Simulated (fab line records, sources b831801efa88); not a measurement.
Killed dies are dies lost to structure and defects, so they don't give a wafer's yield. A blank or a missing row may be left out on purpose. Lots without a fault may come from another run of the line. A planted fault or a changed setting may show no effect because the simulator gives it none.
Chamber matching | flow sky130 | SKY_VIA3_HDPCVD_00 on hdpcvd-02: 3 sister chambers
The step deposits SiO2, target thk 1635 nm, time 272.5 s. 16 wafers are shown with their chamber, then 8 later ones without.

WAFERS WITH THEIR CHAMBER
wafer  | chamber | run_length_s (s)
L456.1 | 0       | 300.0
L456.4 | 2       | 300.0
L456.5 | 1       | 300.5
L464.2 | 1       | 300.6
L464.4 | 2       | 300.5
L464.6 | 0       | 299.8
L468.5 | 0       | 300.1
L467.2 | 2       | 299.8
L467.4 | 2       | 300.1
L469.2 | 2       | 299.8
L469.4 | 2       | 299.8
L469.5 | 0       | 299.8
L471.1 | 2       | 299.8
L471.3 | 0       | 300.5
L471.4 | 0       | 299.8
L476.4 | 1       | 300.9

SIGNATURES (means of the wafers above)
reading      | chamber 0 | chamber 1 | chamber 2 | scatter within a chamber
run_length_s | 300.000   | 300.667   | 299.971   | 0.26
Rule: a wafer's distance from a chamber is the root of the sum, over the readings, of the square of ((its reading less the chamber's mean) divided by the reading's scatter). The wafer belongs to the nearest chamber; if the next one is less than 2 further off, it can't be placed. The scatter: the root of (the sum of the squares of (reading less its chamber's mean) over the shown wafers, divided by (wafers less chambers)).

WAFERS WITHOUT THEIR CHAMBER
wafer  | run_length_s (s)
L476.5 | 300.0
L476.6 | 299.8
L478.1 | 299.7
L478.3 | 301.4
L478.4 | 299.6
L477.1 | 300.4
L477.2 | 300.2
L477.4 | 300.0

WHICH CHAMBER EACH WENT THROUGH
wafer  | from the rows above          | in truth
L476.5 | can't be placed: 0 or 2      | 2
L476.6 | can't be placed: 2 or 0      | 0
L478.1 | can't be placed: 2 or 0      | 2
L478.3 | 1                            | 1
L478.4 | can't be placed: 2 or 0      | 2
L477.1 | can't be placed: 1 or 0 or 2 | 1
L477.2 | can't be placed: 0 or 2 or 1 | 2
L477.4 | can't be placed: 0 or 2      | 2
Placed correctly: 1 of 8. Can't be placed from these rows: 7 (the true chamber is among the candidates in 7). Placed wrongly: 0.
